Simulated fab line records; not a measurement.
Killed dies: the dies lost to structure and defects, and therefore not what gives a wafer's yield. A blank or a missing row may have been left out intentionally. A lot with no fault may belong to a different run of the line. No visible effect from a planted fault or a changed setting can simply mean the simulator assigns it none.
Which tool did it? || flow gf180mcu || 7 lots with 21 wafers sampled at 3 steps, on a route of 602 steps

## WHAT EACH GAUGE READ, for each wafer
GF_TOP_METAL_OVL_MEAS_15.
{"lot": "L712", "measured": "day 29 00:28", "on": "overlay-02", "TOP_METAL_OVL (nm)": "-0.8 -1.0 -0.8"}
{"lot": "L714", "measured": "day 29 13:52", "on": "overlay-01", "TOP_METAL_OVL (nm)": "0.8 0.2 2.3"}
{"lot": "L716", "measured": "day 30 08:45", "on": "overlay-01", "TOP_METAL_OVL (nm)": "-0.3 -0.2 0.2"}
{"lot": "L718", "measured": "day 30 23:48", "on": "overlay-02", "TOP_METAL_OVL (nm)": "-1.5 -1.1 -2.0"}
{"lot": "L722", "measured": "day 32 02:47", "on": "overlay-02", "TOP_METAL_OVL (nm)": "-1.1 0.7 0.6"}
{"lot": "L727", "measured": "day 33 06:41", "on": "overlay-02", "TOP_METAL_OVL (nm)": "1.4 -0.3 -1.4"}
{"lot": "L732", "measured": "day 34 11:06", "on": "overlay-01", "TOP_METAL_OVL (nm)": "-0.1 0.5 0.6"}

## WHICH TOOL RAN EACH LOT (tool, then ch and the chambers of the sampled wafers, then the start)
{"lot": "L712", "GF_V4_STRIP_18": "plasma_asher-01 ch 0,1, day 25 11:02", "GF_V4_CMP_26": "cmp-01 ch 0,1,3, day 25 12:02"}
{"lot": "L714", "GF_V4_STRIP_18": "plasma_asher-04 ch 0,1, day 26 00:59", "GF_V4_CMP_26": "cmp-02 ch 0,1,3, day 26 02:23"}
{"lot": "L716", "GF_V4_STRIP_18": "plasma_asher-02 ch 0,1, day 26 22:17", "GF_V4_CMP_26": "cmp-02 ch 1,3, day 26 23:16"}
{"lot": "L718", "GF_V4_STRIP_18": "plasma_asher-01 ch 0,1, day 27 15:59", "GF_V4_CMP_26": "cmp-02 ch 0,1,2, day 27 17:05"}
{"lot": "L722", "GF_V4_STRIP_18": "plasma_asher-02 ch 0,1, day 28 20:55", "GF_V4_CMP_26": "cmp-02 ch 0,2, day 28 21:53"}
{"lot": "L727", "GF_V4_STRIP_18": "plasma_asher-01 ch 0,1, day 30 05:37", "GF_V4_CMP_26": "cmp-01 ch 0,2,3, day 30 06:38"}
{"lot": "L732", "GF_V4_STRIP_18": "plasma_asher-01 ch 0,1, day 31 13:34", "GF_V4_CMP_26": "cmp-01 ch 1,2,3, day 31 14:41"}
- GF_V4_STRIP_18: strips in O2/N2.
- GF_V4_CMP_26: polishes, stops on SiO2, t overpolish 15 s, target thk 0 nm.

## THE ANSWER, worked out from the rows above alone
Rule: what is usual is taken from the lots themselves. Put in order of their means at a reading, lots are off if they are a third of the lots or fewer, leave a main group of 4 or more, and stand apart from it by a gap of 3 or more times the standard deviation of the main group's means; of several such gaps the widest counts. The tables above print the reading to a certain number of digits; a main group whose means all agree to those digits is not used. A lot without any number at a reading at which 4 lots or more have one is off too. Where the step has rows for the other lots, those lots are counted as sound.
No lot is off on any of the readings shown, so nothing can be concluded from this.

## WHAT THE SIMULATOR PUT IN
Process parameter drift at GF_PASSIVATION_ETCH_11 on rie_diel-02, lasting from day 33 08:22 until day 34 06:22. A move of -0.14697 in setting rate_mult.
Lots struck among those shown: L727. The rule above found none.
